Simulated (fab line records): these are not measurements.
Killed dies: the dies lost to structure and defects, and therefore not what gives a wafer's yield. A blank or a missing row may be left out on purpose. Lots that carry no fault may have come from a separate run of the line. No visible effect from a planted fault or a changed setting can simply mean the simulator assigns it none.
fab line records	flow sky130
record lots=14	wafers=42	lastDay=50
route steps=708 shown NWELL@76 SONOS_TUNNEL@158 LI_CONTACT@381 CONTACT@433
lots with no fault: from the same line, run without faults
startH: hours from the record's first day to the start of the lot's first wafer shown	waitH: how many hours have passed since the lot's step before this one	" the same as in the row above	L1.1+2: several wafers, shown together as one row	- no value, or no start was given	* or withheld: withheld	< > ~ a bound
route shown NAME@n: a module of which the file shows steps, and the number in the route of the first	usual: mean and standard deviation over wafers with no fault	same: alike in all rows	chamber/n: place in a boat	sites: per-site readings	_std_site: standard deviation of those values	_edge_site: the outer-site mean with the inner-site mean subtracted	radiusMm: how far each site lies from the wafer's centre	mask NAME#n: copy n	behind: tool/chamber where the wafer was last shaped	hold: reason for holding the lot/hours on hold/outcome of the hold	device: the n, p or np transistor that did not switch	end of line: tests run on the same wafers once the route is complete	a step without rows: its recipe alone	killed: at the first sort, the dies lost to defects and structure; wafer yield is something else	map: per-die view of a wafer (x killed, . not killed, _ where there is no die)
set.NAME: setting as actually run; set.NAME@STEP: the setting as run at that earlier step	model.NAME: the simulator's own value behind a step, which no gauge read
a sample of lots followed through the steps of the route, with each step as a table and each wafer as a row
services: when a tool's chamber went out of use (startH, in hours from the record's first day, below 0 if earlier), for how many hours, and the reason
## steps
# step SKY_NWELL_OVL_MEAS_23
# usual NWELL_01_OVL=0.5/1.6
lot.wafer	tool	chamber	startH	waitH	NWELL_01_OVL[nm]
L646.1	overlay-01	-	100.10	-	-0.4
L646.3	"	-	"	"	-1.6
L646.5	"	-	"	"	1.1
L647.1	overlay-02	-	105.93	-	-0.7
L647.3	"	-	"	"	-0.6
L647.5	"	-	"	"	0.2
L648.2	overlay-02	-	113.40	-	1.6
L648.3	"	-	"	"	1.9
L648.4	"	-	"	"	1.3
L649.1	overlay-02	-	116.98	-	0.8
L649.3	"	-	"	"	0.6
L649.6	"	-	"	"	0.1
L650.2	overlay-02	-	128.00	-	1.6
L650.3	"	-	"	"	0.4
L650.4	"	-	"	"	-0.5
L651.2	overlay-01	-	141.42	-	-2.3
L651.4	"	-	"	"	-0.9
L651.5	"	-	"	"	-2.4
L652.2	overlay-01	-	147.92	-	1.8
L652.3	"	-	"	"	-0.5
L652.4	"	-	"	"	-0.4
L653.2	overlay-01	-	148.73	-	0.7
L653.3	"	-	"	"	-1.2
L653.6	"	-	"	"	2.1
L654.2	overlay-02	-	158.88	-	3.2
L654.3	"	-	"	"	4.5
L654.4	"	-	"	"	2.6
L663.1	overlay-02	-	207.57	-	-0.8
L663.3	"	-	"	"	-1.6
L663.4	"	-	"	"	-0.9
L665.3	overlay-02	-	220.19	-	0.0
L665.4	"	-	"	"	-0.8
L665.5	"	-	"	"	0.7
L666.1	overlay-01	-	226.13	-	-2.8
L666.2	"	-	"	"	-1.0
L666.6	"	-	"	"	-0.5
L668.1	overlay-01	-	235.80	-	0.6
L668.2	"	-	"	"	3.2
L668.3	"	-	"	"	0.6
L669.1	overlay-01	-	241.87	-	2.2
L669.2	"	-	"	"	1.6
L669.5	"	-	"	"	0.7
# step SKY_SONOS_TUNNEL_EXPOSE_04
# recipe maskId=TUNM	na=0.6	sourceShape=conventional	sigmaOuter=0.6	polarization=unpolarized	targetCdNm=410	doseMj=136
# usual exposureDoseMJCm2=135.94/0.14	focusOffsetNm=0.0/0.5	reticleTempC=23.00/0.1
lot.wafer	tool	chamber	startH	waitH	mask	exposureDoseMJCm2	focusOffsetNm	reticleTempC
L646.1	ilineStepper-01	0	228.72	-	TUNM#0	135.99	0.1	23.21
L646.3	"	0	"	"	TUNM#0	135.56	-0.2	23.06
L646.5	"	0	"	"	TUNM#0	136.08	0.3	23.13
L647.1	ilineStepper-01	0	237.36	-	TUNM#0	136.05	0.3	22.89
L647.3	"	0	"	"	TUNM#0	135.98	-0.2	23.07
L647.5	"	0	"	"	TUNM#0	135.89	0.2	23.01
L648.2	ilineStepper-01	0	248.22	-	TUNM#0	136.19	0.6	22.96
L648.3	"	0	"	"	TUNM#0	135.99	1.1	23.11
L648.4	"	0	"	"	TUNM#0	136.09	0.2	23.04
L649.1	ilineStepper-01	0	251.15	-	TUNM#0	135.83	-0.5	23.06
L649.3	"	0	"	"	TUNM#0	135.85	-0.3	22.85
L649.6	"	0	"	"	TUNM#0	136.03	0.3	23.17
L650.2	ilineStepper-02	0	265.92	-	TUNM#0	136.07	-0.3	22.95
L650.3	"	0	"	"	TUNM#0	136.00	0.0	23.00
L650.4	"	0	"	"	TUNM#0	136.06	0.4	23.03
L651.2	ilineStepper-02	-	285.48	-	TUNM#0	-	-	-
L651.4	"	-	"	"	TUNM#0	-	-	-
L651.5	"	-	"	"	TUNM#0	-	-	-
L652.2	ilineStepper-01	-	294.19	-	TUNM#0	-	-	-
L652.3	"	-	"	"	TUNM#0	-	-	-
L652.4	"	-	"	"	TUNM#0	-	-	-
L653.2	ilineStepper-01	0	294.90	-	TUNM#0	135.76	0.6	23.15
L653.3	"	0	"	"	TUNM#0	135.80	-0.4	22.87
L653.6	"	0	"	"	TUNM#0	135.99	-0.1	23.08
L654.2	ilineStepper-01	0	309.93	-	TUNM#0	135.76	-0.5	22.99
L654.3	"	0	"	"	TUNM#0	135.78	0.7	23.00
L654.4	"	0	"	"	TUNM#0	135.94	-0.4	22.90
L663.1	ilineStepper-01	0	369.96	-	TUNM#0	135.97	-1.3	23.15
L663.3	"	0	"	"	TUNM#0	136.16	-0.6	23.11
L663.4	"	0	"	"	TUNM#0	136.22	-0.3	23.08
L665.3	ilineStepper-02	0	387.53	-	TUNM#0	136.10	-0.1	23.26
L665.4	"	0	"	"	TUNM#0	135.91	0.0	23.10
L665.5	"	0	"	"	TUNM#0	136.02	0.1	23.07
L666.1	ilineStepper-02	0	396.59	-	TUNM#0	135.52	0.6	23.14
L666.2	"	0	"	"	TUNM#0	135.81	0.2	22.91
L666.6	"	0	"	"	TUNM#0	136.01	-0.3	22.98
L668.1	ilineStepper-01	0	408.05	-	TUNM#0	135.92	-0.7	22.89
L668.2	"	0	"	"	TUNM#0	135.71	-0.4	22.86
L668.3	"	0	"	"	TUNM#0	135.81	-0.7	22.94
L669.1	ilineStepper-02	0	416.72	-	TUNM#0	135.79	-0.1	22.92
L669.2	"	0	"	"	TUNM#0	135.83	0.1	22.97
L669.5	"	0	"	"	TUNM#0	135.93	0.9	22.98
# step SKY_LI_CONTACT_SPUTTER_19
# recipe material=Ti	targetThkNm=20	chamberPressurePa=5	powerW=2500	substrateTempC=200	timeS=106.37
# usual cathodeDcPowerW=2500.0/0.44	chamberPressurePa=5.001/0.0099	throttleValvePct=29.3/1
lot.wafer	tool	chamber	startH	waitH	cathodeDcPowerW	chamberPressurePa	throttleValvePct
L646.1	pvdSputter-03	-	666.25	0.0	2499.7	4.990	28.1
L646.3	"	-	"	"	2500.2	5.015	28.3
L646.5	"	-	"	"	2500.6	4.990	28.4
L647.1	pvdSputter-03	-	668.37	0.0	2499.9	4.997	29.6
L647.3	"	-	"	"	2500.2	4.987	28.0
L647.5	"	-	"	"	2499.5	4.995	28.3
L648.2	pvdSputter-03	-	687.87	0.0	2500.0	4.980	28.0
L648.3	"	-	"	"	2500.0	4.991	30.2
L648.4	"	-	"	"	2501.1	4.996	28.0
L649.1	pvdSputter-04	-	691.39	0.0	2499.7	5.006	30.0
L649.3	"	-	"	"	2500.2	4.986	27.7
L649.6	"	-	"	"	2500.0	5.012	29.8
L650.2	pvdSputter-04	-	703.97	0.0	2500.2	5.011	27.8
L650.3	"	-	"	"	2500.0	5.008	29.7
L650.4	"	-	"	"	2499.9	5.014	29.8
L653.2	pvdSputter-03	-	735.82	0.0	2499.5	4.997	28.4
L653.3	"	-	"	"	2500.9	4.998	28.1
L653.6	"	-	"	"	2500.2	4.994	28.4
L654.2	pvdSputter-02	-	750.67	0.0	2499.7	5.004	30.5
L654.3	"	-	"	"	2500.1	5.004	31.0
L654.4	"	-	"	"	2499.2	4.994	30.4
L663.1	pvdSputter-03	-	807.01	0.0	2499.7	4.982	28.3
L663.3	"	-	"	"	2500.1	5.008	28.0
L663.4	"	-	"	"	2500.8	5.003	28.1
L665.3	pvdSputter-03	-	824.68	0.0	2499.8	5.021	28.2
L665.4	"	-	"	"	2499.4	4.991	29.9
L665.5	"	-	"	"	2500.5	4.993	30.1
L666.1	pvdSputter-02	-	833.32	0.0	2499.7	4.999	30.3
L666.2	"	-	"	"	2499.4	4.994	29.3
L666.6	"	-	"	"	2499.2	4.989	31.1
L668.1	pvdSputter-04	-	839.16	0.0	2499.9	5.002	30.2
L668.2	"	-	"	"	2500.4	5.022	27.8
L668.3	"	-	"	"	2500.0	5.001	30.0
L669.1	pvdSputter-02	-	852.70	0.0	2500.0	4.998	29.2
L669.2	"	-	"	"	2499.7	5.010	31.0
L669.5	"	-	"	"	2499.9	4.995	29.3
# step SKY_CONTACT_CMP_27
# recipe stopOn=SiO2	tOverpolishS=15	downForcePsi=3.5	platenRpm=60	targetThkNm=0	padVelocityMS=0.94248
# usual headPressurePsi=3.501/0.008	motorCurrentA=10.7/1.1	overpolishRunS=15.000/0.009	timeToEndpointS=82.9/2.9
lot.wafer	tool	chamber	startH	waitH	headPressurePsi	motorCurrentA	overpolishRunS	timeToEndpointS
L646.3	cmp-01	0	726.14	0.0	3.495	9.1	14.996	78.5
L646.1	"	2	"	"	3.510	12.2	14.984	81.7
L646.5	"	0	"	"	3.501	10.3	15.003	78.5
L647.1	cmp-01	2	727.69	0.1	3.494	10.9	14.980	83.1
L647.3	"	3	"	"	3.512	9.8	14.987	84.1
L647.5	"	2	"	"	3.490	12.7	14.982	83.9
L648.3	cmp-01	3	746.57	0.1	3.509	10.4	15.002	81.4
L648.4	"	0	"	"	3.500	9.6	15.002	79.9
L648.2	"	1	"	"	3.497	11.8	15.004	84.8
L649.3	cmp-01	0	750.11	0.1	3.503	10.1	15.006	84.0
L649.1	"	2	"	"	3.506	12.2	14.995	84.6
L649.6	"	3	"	"	3.492	10.7	14.996	86.8
L650.4	cmp-01	0	761.83	0.0	3.517	10.2	14.994	80.3
L650.3	"	2	"	"	3.501	12.5	14.990	83.2
L650.2	"	3	"	"	3.483	10.0	14.999	84.2
L653.3	cmp-01	2	793.06	0.1	3.502	12.4	14.985	83.2
L653.2	"	3	"	"	3.497	10.6	15.006	83.9
L653.6	"	1	"	"	3.502	11.3	14.995	88.4
L654.2	cmp-01	2	807.19	0.0	3.502	12.3	14.990	82.0
L654.3	"	3	"	"	3.499	10.1	14.997	89.8
L654.4	"	1	"	"	3.490	11.8	15.002	86.7
L663.4	cmp-02	2	863.49	0.0	3.504	8.9	15.009	83.3
L663.1	"	0	"	"	3.498	10.2	14.985	84.3
L663.3	"	1	"	"	3.491	11.3	15.005	79.3
L665.3	cmp-02	1	879.44	0.0	3.506	11.5	14.991	75.4
L665.4	"	0	"	"	3.491	9.7	14.982	80.7
L665.5	"	1	"	"	3.500	10.8	14.999	77.7
L666.1	cmp-02	0	889.06	0.1	3.491	10.0	14.993	82.6
L666.2	"	1	"	"	3.481	10.8	15.004	78.4
L666.6	"	1	"	"	3.486	10.9	14.992	77.6
L668.3	cmp-02	2	896.79	0.1	3.494	8.6	15.003	84.2
L668.2	"	3	"	"	3.500	10.0	15.001	85.5
L668.1	"	0	"	"	3.498	9.7	14.993	83.4
L669.2	cmp-01	2	907.84	0.0	3.495	11.8	15.000	82.9
L669.1	"	0	"	"	3.515	10.4	15.021	82.3
L669.5	"	3	"	"	3.512	10.6	15.012	84.8
## services
tool	chamber	startH	hours	kind
cmp-01	-	232.00	4.0	pm
cmp-01	-	259.24	5.6	repair
ilineStepper-01	-	327.30	1.7	pm
ilineStepper-01	-	335.80	3.2	repair
cmp-01	-	363.46	0.8	repair
cmp-01	-	385.91	2.1	repair
cmp-01	-	433.10	2.5	repair
cmp-01	-	443.94	3.9	repair
ilineStepper-01	-	476.30	3.0	repair
cmp-01	-	479.16	2.7	repair
cmp-01	-	491.50	6.2	repair
cmp-01	-	510.79	1.5	repair
cmp-01	-	532.02	4.1	pm
ilineStepper-01	-	545.59	1.7	pm
cmp-01	-	554.80	0.3	repair
cmp-01	-	570.81	5.4	pm
cmp-01	-	576.20	4.0	pm
ilineStepper-01	-	606.68	2.5	repair
cmp-01	-	632.21	2.1	repair
ilineStepper-01	-	674.91	4.4	pm
cmp-01	-	685.82	1.6	repair
ilineStepper-01	-	732.09	1.5	repair
ilineStepper-01	-	763.66	1.7	pm
ilineStepper-01	-	809.29	0.7	repair
## key
firstSign step=SKY_SONOS_TUNNEL_EXPOSE_04	reading=toolRecord	direction=missing
effect none on later readings
metAt SKY_SONOS_TUNNEL_EXPOSE_04
struckLots L651,L652
laterRowsLeftOut L651.2,L651.4,L651.5,L652.2,L652.3,L652.4
sortLeftOut L651.2,L651.4,L651.5,L652.2,L652.3,L652.4
testerLeftOut L651,L652
notActingAt SKY_NWELL_OVL_MEAS_23,SKY_LI_CONTACT_SPUTTER_19,SKY_CONTACT_CMP_27
onsetBetween 265.92 285.48
fault kind=skippedStepWhole	tool=ilineStepper-01,ilineStepper-02	chamber=-	onsetH=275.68	steps=SKY_SONOS_TUNNEL_EXPOSE_04	scope=struckLotsOnly
# testerLeftOut: of these lots the tester's yield and bins aren't shown, on N5 and GAA mostly nor the transistor test; their killed dies are dies lost to structure and defects alone, not to doping, threshold or leakage, so they don't give the yield
# sortLeftOut: the simulated sort isn't trusted on such a fault, so these wafers' sort isn't shown, and their yield isn't known
# laterRowsLeftOut: the simulator's readings of these wafers behind a module that went badly wrong aren't trusted and aren't shown, but for the sort
